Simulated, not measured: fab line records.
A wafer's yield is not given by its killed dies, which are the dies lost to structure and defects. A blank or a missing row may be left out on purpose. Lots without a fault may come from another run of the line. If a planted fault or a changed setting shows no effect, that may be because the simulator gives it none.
fab line records	flow sky130
[record] lots = 13	wafers = 39	last_day = 50
route steps=708 shown FIELD_ISO@28 NWELL@34 VT_ADJUST_HVTP@89 PAD_OPEN@708
lots that met no fault: from a run of the same line without faults
start_h: hours from the record's opening day to when the first of the lot's shown wafers began	wait_h: how many hours have passed since the lot's step before this one	" identical to the entry in the row above	L1.1+2: a row that stands for several wafers	- no value, or no start was given	* or withheld: withheld	< > ~ a bound
route shown NAME@n: NAME is a module with steps in the file, n the number in the route of the first one	usual: mean/standard deviation taken from wafers without a fault	same: alike in all rows	chamber/n: place in a boat	sites: per-site readings	_std_site: their standard deviation	_edge_site: mean of outer sites minus mean of inner sites	radius_mm: how far each site lies from the wafer's centre	mask NAME#n: copy n	behind: the last tool/chamber to shape the wafer	hold: why the lot went on hold/how many hours it stayed there/how the hold came to an end	device: whichever transistor did not switch (one of n, p or np)	end of line: at the end of the route, the tests of the same wafers	where a step has no rows: the recipe by itself	killed: at the first sort, the dies lost to defects and structure; wafer yield is something else	map: per-die view of a wafer (x killed, . not killed, _ where there is no die)
set.NAME: the setting as run; set.NAME@STEP: as run at that earlier step	model.NAME: the simulator's own value behind a step, which no gauge read
a sample of lots followed through the steps of the route, with each step as a table and each wafer as a row
services: when a tool's chamber went out of use (start_h, in hours from the record's first day, below 0 if earlier), for how many hours, and the reason
[[steps]]
[step SKY_FIELD_ISO_CMP_27]
[recipe] stop_on = Si3N4	t_overpolish_s = 16	down_force_psi = 4	platen_rpm = 60	target_thk_nm = 457.8	pad_velocity_m_s = 0.94248
[usual] edge_zone_pressure_frac = 1.000/0.0048	motor_current_A = 12.2/0.79	overpolish_run_s = 15.998/0.0085	slurry_filter_dp_kPa = 13.51/0.12	time_to_endpoint_s = 113/8.3
[same] t_overpolish_s = 16
lot.wafer	tool	chamber	start_h	wait_h	edge_zone_pressure_frac	motor_current_A	overpolish_run_s	slurry_filter_dp_kPa	time_to_endpoint_s
L900.3	cmp-01	1	36.47	0.1	0.996	12.5	15.999	13.39	120
L900.6	"	2	"	"	0.998	12.4	16.005	13.28	122
L900.5	"	3	"	"	0.995	12.5	15.978	13.44	122
L902.2	cmp-02	3	44.71	0.0	1.009	11.4	15.995	13.31	102
L902.4	"	0	"	"	1.007	13.0	16.006	13.44	107
L902.6	"	0	"	"	1.004	12.1	15.996	13.32	109
L905.2	cmp-01	1	60.77	0.1	1.002	12.4	15.998	13.45	118
L905.6	"	0	"	"	1.005	12.3	15.989	13.55	122
L905.5	"	1	"	"	0.998	12.4	15.992	13.56	125
L906.4	cmp-02	1	63.85	0.1	0.997	13.5	16.003	13.59	111
L906.1	"	2	"	"	1.003	11.4	16.002	13.37	106
L906.3	"	3	"	"	1.006	11.1	15.997	13.51	103
L909.2	cmp-01	3	79.80	0.0	1.010	12.1	16.013	13.60	123
L909.1	"	0	"	"	0.992	12.3	15.991	13.49	116
L909.4	"	2	"	"	1.004	11.8	15.997	13.39	126
L914.3	cmp-01	1	105.76	0.0	1.007	13.0	15.999	13.43	116
L914.4	"	2	"	"	0.998	12.8	15.987	13.38	116
L914.1	"	0	"	"	1.004	12.1	15.989	13.47	118
L915.1	cmp-01	2	110.33	0.1	0.999	12.6	16.006	13.53	126
L915.4	"	3	"	"	1.001	11.9	15.987	13.41	124
L915.5	"	2	"	"	0.999	12.1	16.007	13.54	123
L917.2	cmp-02	2	122.87	0.0	0.996	11.3	16.000	13.56	106
L917.3	"	0	"	"	1.004	12.4	16.004	13.43	109
L917.4	"	1	"	"	1.004	14.5	15.993	13.46	107
L918.4	cmp-01	0	126.75	0.0	0.999	12.3	15.995	13.77	122
L918.5	"	0	"	"	0.992	12.5	16.006	13.58	126
L918.6	"	1	"	"	1.002	13.3	15.984	13.69	120
L923.2	cmp-02	2	162.77	0.1	1.001	11.5	16.000	13.71	107
L923.4	"	3	"	"	1.005	11.6	15.996	13.51	101
L923.1	"	0	"	"	1.005	12.1	15.990	13.53	106
L920.3	cmp-02	0	163.07	0.4	0.993	13.0	16.001	13.41	107
L920.4	"	2	"	"	0.998	11.2	16.013	13.70	102
L920.6	"	1	"	"	0.994	14.5	15.999	13.43	105
L922.2	cmp-02	0	163.37	0.7	0.996	12.3	16.006	13.68	110
L922.3	"	1	"	"	1.002	13.7	15.995	13.69	106
L922.4	"	2	"	"	1.002	10.6	16.004	13.78	107
L919.2	cmp-02	2	164.12	1.5	1.003	11.3	15.981	13.40	107
L919.6	"	3	"	"	0.995	10.9	16.005	13.52	103
L919.5	"	0	"	"	0.988	12.1	16.001	13.47	111
[step SKY_NWELL_THK_MEAS_02]
[recipe] reads = SiO2_of_NWELL_OXIDATION_01
[usual] NWELL_OXIDATION_THK = 9.92/0.18
lot.wafer	tool	chamber	start_h	wait_h	NWELL_OXIDATION_THK[nm]
L900.3	film_metro-02	-	40.66	0.0	9.95
L900.5	"	-	"	"	9.94
L900.6	"	-	"	"	10.12
L902.2	film_metro-03	-	47.40	0.0	9.97
L902.4	"	-	"	"	10.03
L902.6	"	-	"	"	9.99
L905.2	film_metro-03	-	63.51	0.0	10.11
L905.5	"	-	"	"	10.12
L905.6	"	-	"	"	10.02
L906.1	film_metro-01	-	66.24	0.0	9.61
L906.3	"	-	"	"	9.71
L906.4	"	-	"	"	9.64
L909.1	film_metro-03	-	83.07	0.0	9.96
L909.2	"	-	"	"	9.92
L909.4	"	-	"	"	10.07
L914.1	film_metro-03	-	108.06	0.0	9.83
L914.3	"	-	"	"	10.01
L914.4	"	-	"	"	9.94
L915.1	film_metro-03	-	112.82	0.0	10.24
L915.4	"	-	"	"	10.33
L915.5	"	-	"	"	10.19
L917.2	film_metro-01	-	125.26	0.0	10.18
L917.3	"	-	"	"	10.04
L917.4	"	-	"	"	10.13
L918.4	film_metro-02	-	132.60	0.0	9.88
L918.5	"	-	"	"	9.84
L918.6	"	-	"	"	9.83
L923.1	film_metro-03	-	166.19	0.0	9.76
L923.2	"	-	"	"	9.74
L923.4	"	-	"	"	9.89
L920.3	film_metro-02	-	166.21	0.0	9.61
L920.4	"	-	"	"	9.65
L920.6	"	-	"	"	9.66
L922.2	film_metro-03	-	166.26	0.1	9.90
L922.3	"	-	"	"	9.78
L922.4	"	-	"	"	9.84
L919.2	film_metro-03	-	166.64	0.0	9.89
L919.5	"	-	"	"	9.92
L919.6	"	-	"	"	10.15
[step SKY_NWELL_RS_MEAS_29]
[recipe] thk_meas_gauge = four-point-probe
[usual] NWELL_RS = 624.9/1.3
lot.wafer	tool	chamber	start_h	wait_h	NWELL_RS[ohm/sq]
L900.3	film_metro-03	-	109.02	0.1	625.2
L900.5	"	-	"	"	624.2
L900.6	"	-	"	"	626.3
L902.2	film_metro-02	-	116.90	0.1	626.3
L902.4	"	-	"	"	623.1
L902.6	"	-	"	"	623.7
L905.2	film_metro-03	-	133.79	0.1	622.5
L905.5	"	-	"	"	624.2
L905.6	"	-	"	"	625.3
L906.1	film_metro-01	-	134.68	0.1	624.1
L906.3	"	-	"	"	625.7
L906.4	"	-	"	"	624.6
L909.1	film_metro-02	-	153.48	0.1	625.7
L909.2	"	-	"	"	627.6
L909.4	"	-	"	"	624.4
L914.1	film_metro-01	-	182.88	0.2	625.7
L914.3	"	-	"	"	623.2
L914.4	"	-	"	"	624.6
L915.1	film_metro-01	-	187.07	0.1	624.9
L915.4	"	-	"	"	625.3
L915.5	"	-	"	"	622.5
L917.2	film_metro-01	-	202.89	0.1	626.8
L917.3	"	-	"	"	626.5
L917.4	"	-	"	"	625.0
L918.4	film_metro-03	-	212.03	0.1	628.4
L918.5	"	-	"	"	625.8
L918.6	"	-	"	"	627.2
L923.1	film_metro-01	-	253.47	0.1	627.1
L923.2	"	-	"	"	626.3
L923.4	"	-	"	"	625.4
L920.3	film_metro-03	-	253.87	0.1	623.1
L920.4	"	-	"	"	623.9
L920.6	"	-	"	"	622.9
L922.2	film_metro-03	-	255.00	0.1	624.0
L922.3	"	-	"	"	625.6
L922.4	"	-	"	"	623.5
L919.2	film_metro-03	-	255.87	0.1	624.4
L919.5	"	-	"	"	622.6
L919.6	"	-	"	"	622.1
[step SKY_VT_ADJUST_HVTP_EXPOSE_04]
[recipe] mask_id = HVTPM	na = 0.6	source_shape = conventional	sigma_outer = 0.6	polarization = unpolarized	target_cd_nm = 380	dose_mj = 140
[usual] exposure_dose_mJ_cm2 = 139.93/0.16
lot.wafer	tool	chamber	start_h	wait_h	mask	exposure_dose_mJ_cm2
L900.3	iline_stepper-02	0	118.04	-	HVTPM#0	139.96
L900.5	"	0	"	"	HVTPM#0	139.92
L900.6	"	0	"	"	HVTPM#0	139.90
L902.2	iline_stepper-01	0	125.54	-	HVTPM#0	139.75
L902.4	"	0	"	"	HVTPM#0	139.88
L902.6	"	0	"	"	HVTPM#0	139.65
L905.2	iline_stepper-02	0	141.38	-	HVTPM#0	139.99
L905.5	"	0	"	"	HVTPM#0	139.82
L905.6	"	0	"	"	HVTPM#0	139.77
L906.1	iline_stepper-02	0	142.49	-	HVTPM#0	140.18
L906.3	"	0	"	"	HVTPM#0	140.25
L906.4	"	0	"	"	HVTPM#0	140.26
L909.1	iline_stepper-02	0	163.91	-	HVTPM#0	140.03
L909.2	"	0	"	"	HVTPM#0	140.05
L909.4	"	0	"	"	HVTPM#0	139.90
L914.1	iline_stepper-02	0	193.32	-	HVTPM#0	137.02
L914.3	"	0	"	"	HVTPM#0	137.10
L914.4	"	0	"	"	HVTPM#0	136.87
L915.1	iline_stepper-02	0	197.57	-	HVTPM#0	136.77
L915.4	"	0	"	"	HVTPM#0	137.06
L915.5	"	0	"	"	HVTPM#0	137.02
L917.2	iline_stepper-02	0	214.48	-	HVTPM#0	137.76
L917.3	"	0	"	"	HVTPM#0	138.06
L917.4	"	0	"	"	HVTPM#0	137.97
L918.4	iline_stepper-02	0	223.31	-	HVTPM#0	138.04
L918.5	"	0	"	"	HVTPM#0	137.93
L918.6	"	0	"	"	HVTPM#0	137.99
L923.1	iline_stepper-01	0	265.90	-	HVTPM#0	139.84
L923.2	"	0	"	"	HVTPM#0	139.84
L923.4	"	0	"	"	HVTPM#0	139.86
L920.3	iline_stepper-01	0	266.14	-	HVTPM#0	139.82
L920.4	"	0	"	"	HVTPM#0	139.77
L920.6	"	0	"	"	HVTPM#0	139.86
L922.2	iline_stepper-01	0	267.63	-	HVTPM#0	139.78
L922.3	"	0	"	"	HVTPM#0	139.58
L922.4	"	0	"	"	HVTPM#0	139.67
L919.2	iline_stepper-01	0	268.27	-	HVTPM#0	139.96
L919.5	"	0	"	"	HVTPM#0	139.68
L919.6	"	0	"	"	HVTPM#0	139.71
[step SKY_PAD_OPEN_PROBE_99]
[usual] killed_at_M0_to_M3 = 43/6.8	killed_at_M4_up = 3.2/1.9	killed_at_contacts = 24/5	killed_at_front_end = 16/4.9	killed_at_other = 0.4/0.76	killed_dies = 87/10	killed_open = 47/7.3	killed_short = 39/6.2
[same] gross_dies = 492	killed_at_back_side = 0
lot.wafer	tool	chamber	start_h	wait_h	killed_at_M0_to_M3	killed_at_M4_up	killed_at_contacts	killed_at_front_end	killed_at_other	killed_dies	killed_open	killed_short
L900.3	prober-02	-	1068.08	0.2	38	2	29	17	1	87	49	38
L900.5	prober-02	-	1068.18	0.2	46	3	29	27	0	105	64	41
L900.6	prober-02	-	1068.23	0.2	34	2	33	15	1	85	52	33
L902.2	prober-02	-	1077.75	0.1	44	1	27	16	0	88	50	38
L902.4	prober-02	-	1077.85	0.2	45	5	18	19	0	87	44	43
L902.6	prober-02	-	1077.95	0.2	43	0	23	18	1	85	44	41
L905.2	prober-01	-	1102.55	0.1	42	4	33	23	0	102	41	61
L905.5	prober-01	-	1102.70	0.2	45	3	27	21	0	96	52	44
L905.6	prober-01	-	1102.75	0.2	42	8	26	14	0	90	49	40
L906.1	prober-02	-	1103.69	0.1	46	4	27	13	2	92	51	39
L906.3	prober-02	-	1103.79	0.2	45	4	35	13	1	98	52	45
L906.4	prober-02	-	1103.84	0.2	50	3	26	8	1	88	43	44
L909.1	prober-01	-	1126.85	0.1	35	5	27	16	0	83	47	36
L909.2	prober-01	-	1126.90	0.1	42	1	28	19	0	90	47	43
L909.4	prober-01	-	1127.00	0.2	34	3	26	11	0	74	34	40
L914.1	prober-02	-	1151.41	0.1	40	2	32	15	0	89	50	39
L914.3	prober-02	-	1151.51	0.2	51	6	20	10	2	89	43	46
L914.4	prober-02	-	1151.56	0.2	49	3	21	15	0	88	45	43
L915.1	prober-01	-	1157.92	0.1	42	1	19	9	0	71	36	35
L915.4	prober-01	-	1158.07	0.2	39	3	17	12	1	72	42	30
L915.5	prober-01	-	1158.12	0.2	29	3	23	8	3	66	33	33
L917.2	prober-01	-	1165.26	0.1	33	6	29	13	0	81	47	34
L917.3	prober-01	-	1165.31	0.2	40	1	29	15	1	86	48	38
L917.4	prober-01	-	1165.36	0.2	40	2	23	27	0	92	52	39
L918.4	prober-02	-	1176.35	0.2	60	1	23	31	0	115	63	52
L918.5	prober-02	-	1176.40	0.2	42	5	17	13	2	79	48	29
L918.6	prober-02	-	1176.45	0.2	52	2	26	25	1	106	61	44
L920.3	prober-01	-	1201.06	0.2	42	4	24	14	0	84	57	27
L920.4	prober-01	-	1201.11	0.2	34	1	19	21	0	75	35	40
L920.6	prober-01	-	1201.21	0.2	22	3	25	9	0	59	36	23
L923.1	prober-02	-	1201.81	0.1	48	1	31	18	0	98	52	46
L923.2	prober-02	-	1201.86	0.1	36	1	26	14	1	78	44	34
L923.4	prober-02	-	1201.96	0.2	40	3	23	15	1	82	43	39
L919.2	prober-02	-	1204.61	0.1	40	0	22	16	0	78	47	31
L919.5	prober-02	-	1204.76	0.2	48	5	18	16	2	89	52	37
L919.6	prober-02	-	1204.81	0.2	51	2	24	12	0	89	53	36
L922.2	prober-01	-	1208.80	0.1	42	5	25	16	1	89	55	33
L922.3	prober-01	-	1208.85	0.2	54	1	26	13	0	94	51	43
L922.4	prober-01	-	1208.90	0.2	40	4	22	12	0	78	41	37
// killed by level:class
L900.3 VIA1:geometric_particle:open=12 CONTACT:geometric_particle:open=9 FIELD_ISO:geometric_particle:open=7 CONTACT:geometric_particle:short=6 LI_CONTACT:geometric_particle:open=5 FIELD_ISO:geometric_particle:short=4 VIA1:geometric_particle:short=4 LI_CONTACT:geometric_particle:short=4
L900.5 VIA1:geometric_particle:open=18 FIELD_ISO:geometric_particle:open=10 LI_CONTACT:geometric_particle:open=9 VIA2:geometric_particle:open=8 CONTACT:geometric_particle:open=7 FIELD_ISO:geometric_particle:short=6 CONTACT:geometric_particle:short=6 LOCAL_INTERCONNECT:geometric_particle:short=4
L900.6 CONTACT:geometric_particle:open=16 LI_CONTACT:geometric_particle:open=7 VIA1:geometric_particle:open=7 VIA1:geometric_particle:short=5 VIA2:geometric_particle:open=5 FIELD_ISO:geometric_particle:short=4 POLY_GATE:geometric_particle:open=4 LI_CONTACT:geometric_particle:short=4
L902.2 LI_CONTACT:geometric_particle:open=11 VIA1:geometric_particle:open=9 VIA2:geometric_particle:open=9 POLY_GATE:geometric_particle:open=5 LI_CONTACT:geometric_particle:short=5 LOCAL_INTERCONNECT:geometric_particle:short=5 METAL2:geometric_particle:short=5 VIA1:geometric_particle:short=5
L902.4 VIA1:geometric_particle:open=12 CONTACT:geometric_particle:open=7 VIA1:geometric_particle:short=7 VIA3:geometric_particle:open=7 METAL1:geometric_particle:short=6 POLY_GATE:geometric_particle:open=5 LI_CONTACT:geometric_particle:open=5 FIELD_ISO:geometric_particle:short=4
L902.6 VIA1:geometric_particle:open=15 POLY_GATE:geometric_particle:short=12 CONTACT:geometric_particle:open=11 LI_CONTACT:geometric_particle:open=5 VIA1:geometric_particle:short=5 VIA2:geometric_particle:open=4 METAL1:geometric_particle:short=4 METAL2:geometric_particle:short=4
L905.2 VIA1:geometric_particle:open=9 METAL2:geometric_particle:short=9 FIELD_ISO:geometric_particle:short=8 CONTACT:geometric_particle:open=8 CONTACT:geometric_particle:short=7 LI_CONTACT:geometric_particle:short=7 LI_CONTACT:geometric_particle:open=7 METAL1:geometric_particle:short=6
L905.5 CONTACT:geometric_particle:open=12 VIA1:geometric_particle:open=11 FIELD_ISO:geometric_particle:short=8 VIA2:geometric_particle:open=8 METAL1:geometric_particle:short=7 FIELD_ISO:geometric_particle:open=6 METAL2:geometric_particle:short=5 CONTACT:geometric_particle:short=4
L905.6 VIA1:geometric_particle:open=15 CONTACT:geometric_particle:open=8 CONTACT:geometric_particle:short=7 METAL4:geometric_particle:short=7 METAL2:geometric_particle:short=6 VIA2:geometric_particle:open=6 LI_CONTACT:geometric_particle:open=5 VIA1:geometric_particle:short=3
L906.1 VIA1:geometric_particle:open=12 VIA2:geometric_particle:open=9 LI_CONTACT:geometric_particle:open=8 CONTACT:geometric_particle:short=8 CONTACT:geometric_particle:open=6 POLY_GATE:geometric_particle:open=5 METAL2:geometric_particle:short=5 VIA3:geometric_particle:open=5
L906.3 CONTACT:geometric_particle:open=14 VIA1:geometric_particle:open=12 LI_CONTACT:geometric_particle:short=6 LI_CONTACT:geometric_particle:open=6 VIA1:geometric_particle:short=6 VIA3:geometric_particle:open=6 CONTACT:geometric_particle:short=5 VIA2:geometric_particle:open=5
L906.4 VIA1:geometric_particle:open=9 VIA2:geometric_particle:open=9 METAL2:geometric_particle:short=8 LI_CONTACT:geometric_particle:open=7 LI_CONTACT:geometric_particle:short=6 METAL1:geometric_particle:short=6 VIA1:geometric_particle:short=6 CONTACT:geometric_particle:short=5
L909.1 LI_CONTACT:geometric_particle:open=9 VIA1:geometric_particle:open=9 CONTACT:geometric_particle:open=7 POLY_GATE:geometric_particle:short=5 METAL2:geometric_particle:short=5 VIA2:geometric_particle:open=5 VIA3:geometric_particle:open=5 FIELD_ISO:geometric_particle:open=4
L909.2 VIA1:geometric_particle:open=15 CONTACT:geometric_particle:open=8 LI_CONTACT:geometric_particle:open=7 METAL2:geometric_particle:short=6 METAL1:geometric_particle:short=6 POLY_GATE:geometric_particle:short=5 POLY_GATE:geometric_particle:open=4 CONTACT:geometric_particle:short=4
L909.4 LOCAL_INTERCONNECT:geometric_particle:short=8 CONTACT:geometric_particle:open=8 VIA2:geometric_particle:open=6 VIA1:geometric_particle:open=5 VIA3:geometric_particle:open=5 FIELD_ISO:geometric_particle:short=4 LI_CONTACT:geometric_particle:open=4 METAL2:geometric_particle:short=4
L914.1 VIA1:geometric_particle:open=10 CONTACT:geometric_particle:open=8 LI_CONTACT:geometric_particle:open=7 VIA3:geometric_particle:open=7 LI_CONTACT:geometric_particle:short=6 FIELD_ISO:geometric_particle:short=5 POLY_GATE:geometric_particle:open=5 LOCAL_INTERCONNECT:geometric_particle:short=5
L914.3 VIA1:geometric_particle:open=11 METAL1:geometric_particle:short=8 VIA1:geometric_particle:short=7 LI_CONTACT:geometric_particle:open=6 CONTACT:geometric_particle:open=6 METAL2:geometric_particle:short=6 LOCAL_INTERCONNECT:geometric_particle:short=4 METAL1:geometric_particle:open=4
L914.4 VIA1:geometric_particle:open=9 METAL2:geometric_particle:short=7 CONTACT:geometric_particle:open=7 VIA2:geometric_particle:open=7 VIA1:geometric_particle:short=6 VIA3:geometric_particle:open=5 LI_CONTACT:geometric_particle:open=5 CONTACT:geometric_particle:short=5
L915.1 VIA1:geometric_particle:open=12 LI_CONTACT:geometric_particle:open=6 LI_CONTACT:geometric_particle:short=5 METAL1:geometric_particle:short=5 VIA1:geometric_particle:short=5 VIA2:geometric_particle:short=5 METAL2:geometric_particle:short=4 VIA2:geometric_particle:open=4
L915.4 VIA1:geometric_particle:open=11 LI_CONTACT:geometric_particle:open=6 METAL1:geometric_particle:short=6 POLY_GATE:geometric_particle:open=5 VIA3:geometric_particle:open=5 LOCAL_INTERCONNECT:geometric_particle:short=4 CONTACT:geometric_particle:open=4 VIA2:geometric_particle:open=4
L915.5 LI_CONTACT:geometric_particle:open=9 CONTACT:geometric_particle:open=6 VIA1:geometric_particle:short=6 VIA1:geometric_particle:open=6 METAL2:geometric_particle:short=4 SPACER:geometric_particle:short=3 LI_CONTACT:geometric_particle:short=3 LOCAL_INTERCONNECT:geometric_particle:short=3
L917.2 LI_CONTACT:geometric_particle:open=9 VIA2:geometric_particle:open=8 VIA3:geometric_particle:open=8 CONTACT:geometric_particle:open=7 METAL4:geometric_particle:short=6 LOCAL_INTERCONNECT:geometric_particle:short=5 LI_CONTACT:geometric_particle:short=4 VIA1:geometric_particle:short=4
L917.3 VIA1:geometric_particle:open=12 METAL2:geometric_particle:short=9 LI_CONTACT:geometric_particle:open=7 CONTACT:geometric_particle:open=7 CONTACT:geometric_particle:short=7 METAL3:geometric_particle:short=5 POLY_GATE:geometric_particle:open=4 LOCAL_INTERCONNECT:geometric_particle:short=4
L917.4 LI_CONTACT:geometric_particle:open=8 POLY_GATE:geometric_particle:open=7 CONTACT:geometric_particle:open=7 METAL1:geometric_particle:short=6 VIA1:geometric_particle:open=6 VIA2:geometric_particle:open=6 FIELD_ISO:geometric_particle:open=5 LOCAL_INTERCONNECT:geometric_particle:short=5
L918.4 VIA1:geometric_particle:open=12 CONTACT:geometric_particle:open=12 FIELD_ISO:geometric_particle:short=9 POLY_GATE:geometric_particle:open=9 VIA3:geometric_particle:open=8 VIA1:geometric_particle:short=8 VIA2:geometric_particle:open=7 VIA2:geometric_particle:short=6
L918.5 VIA1:geometric_particle:open=14 CONTACT:geometric_particle:open=10 LI_CONTACT:geometric_particle:open=6 VIA3:geometric_particle:open=5 METAL4:geometric_particle:short=5 POLY_GATE:geometric_particle:open=4 VIA1:geometric_particle:short=4 POLY_GATE:geometric_particle:short=3
L918.6 CONTACT:geometric_particle:open=14 VIA1:geometric_particle:open=11 VIA3:geometric_particle:open=10 FIELD_ISO:geometric_particle:short=8 LI_CONTACT:geometric_particle:open=6 METAL2:geometric_particle:short=6 VIA2:geometric_particle:open=6 VIA3:geometric_particle:short=5
L920.3 VIA1:geometric_particle:open=10 CONTACT:geometric_particle:open=10 FIELD_ISO:geometric_particle:open=8 VIA2:geometric_particle:open=8 LI_CONTACT:geometric_particle:open=6 VIA3:geometric_particle:open=5 METAL1:geometric_particle:open=4 VIA3:geometric_particle:short=4
L920.4 FIELD_ISO:geometric_particle:short=7 CONTACT:geometric_particle:open=7 FIELD_ISO:geometric_particle:open=6 VIA1:geometric_particle:open=6 METAL2:geometric_particle:short=6 VIA3:geometric_particle:open=5 POLY_GATE:geometric_particle:short=4 LOCAL_INTERCONNECT:geometric_particle:short=4
L920.6 CONTACT:geometric_particle:open=13 VIA1:geometric_particle:open=6 LI_CONTACT:geometric_particle:open=5 LOCAL_INTERCONNECT:geometric_particle:short=4 FIELD_ISO:geometric_particle:short=3 CONTACT:geometric_particle:short=3 VIA3:geometric_particle:open=3 VIA2:geometric_particle:open=3
L923.1 VIA1:geometric_particle:open=12 CONTACT:geometric_particle:open=11 CONTACT:geometric_particle:short=9 VIA1:geometric_particle:short=8 LI_CONTACT:geometric_particle:open=7 VIA3:geometric_particle:open=7 POLY_GATE:geometric_particle:short=6 VIA2:geometric_particle:open=5
L923.2 CONTACT:geometric_particle:open=11 LI_CONTACT:geometric_particle:open=9 VIA1:geometric_particle:open=7 METAL3:geometric_particle:short=7 METAL1:geometric_particle:short=6 FIELD_ISO:geometric_particle:open=4 FIELD_ISO:geometric_particle:short=4 VIA2:geometric_particle:open=4
L923.4 LI_CONTACT:geometric_particle:open=11 VIA1:geometric_particle:open=9 POLY_GATE:geometric_particle:short=6 CONTACT:geometric_particle:open=6 VIA2:geometric_particle:open=6 METAL2:geometric_particle:short=5 METAL3:geometric_particle:short=5 METAL1:geometric_particle:short=4
L919.2 VIA1:geometric_particle:open=11 LI_CONTACT:geometric_particle:open=8 METAL1:geometric_particle:short=7 POLY_GATE:geometric_particle:open=6 VIA3:geometric_particle:open=6 CONTACT:geometric_particle:open=5 VIA2:geometric_particle:open=5 LOCAL_INTERCONNECT:geometric_particle:short=4
L919.5 VIA1:geometric_particle:open=13 CONTACT:geometric_particle:open=10 VIA3:geometric_particle:open=8 METAL2:geometric_particle:short=7 POLY_GATE:geometric_particle:short=6 METAL1:geometric_particle:open=5 VIA1:geometric_particle:short=5 VIA2:geometric_particle:open=4
L919.6 VIA1:geometric_particle:open=10 VIA2:geometric_particle:open=9 METAL1:geometric_particle:short=9 LI_CONTACT:geometric_particle:open=8 VIA3:geometric_particle:open=8 CONTACT:geometric_particle:open=7 METAL2:geometric_particle:short=6 CONTACT:geometric_particle:short=5
L922.2 VIA1:geometric_particle:open=15 CONTACT:geometric_particle:short=10 CONTACT:geometric_particle:open=7 VIA3:geometric_particle:open=7 FIELD_ISO:geometric_particle:open=6 POLY_GATE:geometric_particle:open=5 VIA2:geometric_particle:open=5 LI_CONTACT:geometric_particle:open=4
L922.3 CONTACT:geometric_particle:open=16 VIA1:geometric_particle:open=9 METAL1:geometric_particle:short=8 VIA3:geometric_particle:open=8 VIA1:geometric_particle:short=7 METAL2:geometric_particle:short=6 VIA3:geometric_particle:short=5 METAL3:geometric_particle:short=4
L922.4 VIA3:geometric_particle:open=8 LI_CONTACT:geometric_particle:open=6 CONTACT:geometric_particle:open=6 VIA1:geometric_particle:open=6 CONTACT:geometric_particle:short=4 METAL1:geometric_particle:short=4 METAL2:geometric_particle:short=4 VIA2:geometric_particle:short=4
[[services]]
tool	chamber	start_h	hours	kind
iline_stepper-02	0	30.51	-	calibration
cmp-01	-	44.87	0.8	repair
iline_stepper-01	-	45.45	1.7	pm
cmp-01	-	53.53	1.4	repair
cmp-02	-	55.07	6.0	pm
cmp-02	-	64.10	4.0	pm
cmp-01	-	66.05	0.8	repair
cmp-02	-	68.10	-	consumable_replace:conditioner
cmp-02	-	76.11	4.0	repair
cmp-02	-	89.70	1.2	repair
cmp-02	-	94.97	1.1	repair
iline_stepper-02	-	103.54	12.4	repair
iline_stepper-02	-	121.28	4.4	pm
iline_stepper-02	-	128.10	1.7	pm
cmp-01	-	141.98	4.9	pm
cmp-02	-	146.85	7.9	pm
cmp-01	-	154.92	13.9	pm
iline_stepper-01	-	173.76	1.2	repair
cmp-01	-	179.72	1.2	repair
cmp-02	-	214.85	8.3	repair
cmp-01	-	232.16	4.0	pm
cmp-01	-	237.37	11.1	pm
iline_stepper-02	0	253.01	-	calibration
iline_stepper-01	-	263.63	1.7	pm
[[key]]
[first_sign] step = SKY_VT_ADJUST_HVTP_EXPOSE_04	reading = exposure_dose_mJ_cm2	direction = down	sigmas = 15	usual = *	struck = *
effect none on later readings
met_at SKY_VT_ADJUST_HVTP_EXPOSE_04
struck_lots L914,L915,L917,L918
tester_left_out L914,L915,L917,L918
[loop_trim] step = SKY_VT_ADJUST_HVTP_EXPOSE_04	setting = dose	lots = L917,L918
not_acting_at SKY_FIELD_ISO_CMP_27,SKY_NWELL_THK_MEAS_02,SKY_NWELL_RS_MEAS_29
onset_between 163.91 193.32
[fault] kind = process_parameter_drift	tool = iline_stepper-02	chamber = -	onset_h = 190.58	steps = SKY_VT_ADJUST_HVTP_EXPOSE_04	channel = dose_mj	offset = -2.9849	shape = step	acts_in = these_recipes_only	stated = 140
// tester_left_out: of these lots the tester's yield and bins aren't shown, on N5 and GAA mostly nor the transistor test; their killed dies are dies lost to structure and defects alone, not to doping, threshold or leakage, so they don't give the yield
// loop_trim: a control loop set the setting to another value than it would have without faults
